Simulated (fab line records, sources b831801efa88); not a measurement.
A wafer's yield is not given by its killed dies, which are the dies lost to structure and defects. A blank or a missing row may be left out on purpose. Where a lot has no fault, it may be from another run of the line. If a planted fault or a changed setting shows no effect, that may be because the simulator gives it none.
Struck lot and sound lot, side by side ; flow sky130 ; 15 steps out of a route of 708
Sound: wafers L692.3, L692.4, L692.6. Struck: wafer L707.2 (L707.4, L707.6, from the same lot, were not struck and are left out); the cause is given at the end.
Order at every step that has rows: each side's tool, ch and its chambers, its first start. Under that, the readings that differ: sound wafers ; struck wafers ; difference of the means ; sigmas: that difference in standard deviations of wafers without a fault.
alike: readings with means less than 2 such deviations apart, plus words and numbers identical on both sides. not compared: withheld readings, readings lacking a value on some wafer, bounds such as >300 that could conceal the same value, and numbers that have no deviation in the record and whose values overlap.
Wherever a step has rows on one side only, a row that says differs or no value, or a row with sigmas, the two part there. Non-overlapping numbers with no deviation appear without sigmas and do not part them. Lack of a reading on every wafer of one side parts them only where that side has two or more wafers.

first, 3 steps without rows for these wafers: SKY_VIA3_EXPOSE_09 (exposes mask VIM3, target cd 200 nm); SKY_VIA3_PEB_10; SKY_VIA3_DEVELOP_11 (develop time 60 s).
SKY_VIA3_CD_MEAS_12: the cd target is 200 nm.
  struck on cd sem-02, day 45 16:37; sound on cd sem-02, day 41 17:47
  alike: cd nm
SKY_VIA3_OVL_MEAS_13:
  struck on overlay-01, day 45 16:43; sound on overlay-01, day 41 17:53
  alike: VIA3_OVL
SKY_VIA3_ETCH_14: etches BARC in N2/H2, stops on SiO2, time 45.9 s, target depth 60 nm.
  sound on rie diel-01 ch 0,3, day 41 17:55; struck on rie diel-02 ch 3, day 45 16:45
  alike: drypump motor current A, n2 flow sccm, oes product au, rf fwd power W, throttle valve pct
  not compared: rf hours counter h
SKY_VIA3_ETCH_15: etches SiO2 in C4F8/O2/Ar, stops on TiN, target depth 507 nm, time 78 s.
  sound on rie diel-01 ch 0,3, day 41 17:57; struck on rie diel-02 ch 3, day 45 16:48
  alike: oes product au, rf fwd power W
  not compared: rf hours counter h
SKY_VIA3_STRIP_16: strips in O2/N2.
  sound on plasma asher-02 ch 0,1, day 41 18:02; struck on plasma asher-04 ch 1, day 45 16:52
reading;sound;struck;difference;sigmas
rf hours counter h (h);- - -;1;no value on the sound wafers;
  alike: drypump motor current A, n2 flow sccm, o2 flow sccm, oes product au, strip time to endpoint s
then, 3 steps without rows for these wafers: SKY_VIA3_STRIP_17 (strips in post etch residue remover, time 1200 s); SKY_VIA3_CLEAN_18 (cleans in IPA, time 180 s); SKY_VIA3_CLEAN_19 (cleans in O3/DIW).
SKY_VIA3_SPUTTER_20: material TiN, target thk 20 nm, time 80 s.
  struck on pvd sputter-02, day 45 17:29; sound on pvd sputter-01, day 41 18:36
  alike: throttle valve pct
SKY_VIA3_CVD_21: deposits W, target thk 390 nm, time 117.31 s.
  sound on cvd w-02 ch 0,1, day 41 18:42; struck on cvd w-01 ch 1, day 45 17:33
reading;sound;struck;difference;sigmas
model.W_of_VIA3_CVD_21.thk nm (nm);390.7 391.9 387.8;400.2;+10.1;
  alike: heater power w
SKY_VIA3_RS_MEAS_22: measurement is done with a four-point probe.
  struck on film metro-04, day 45 17:41; sound on film metro-02, day 41 18:50
reading;sound;struck;difference;sigmas
VIA3_W_RS (ohm/sq);0.294 0.292 0.295;0.286;-0.008;-2
-- the record jumps here: 5 days lie between the struck wafers' starts before and after (it left off in module VIA3 and takes up again in module PAD_OPEN, whose first step shown is number 708 of the route) --
SKY_PAD_OPEN_PROBE_99:
  the record has rows for the struck wafers here (prober-02, day 50 17:40) and none for the sound ones

## WHERE THEY PART
Last at SKY_PAD_OPEN_PROBE_99 as far as this record goes, first at SKY_VIA3_STRIP_16.

WHY: what the simulator had put in
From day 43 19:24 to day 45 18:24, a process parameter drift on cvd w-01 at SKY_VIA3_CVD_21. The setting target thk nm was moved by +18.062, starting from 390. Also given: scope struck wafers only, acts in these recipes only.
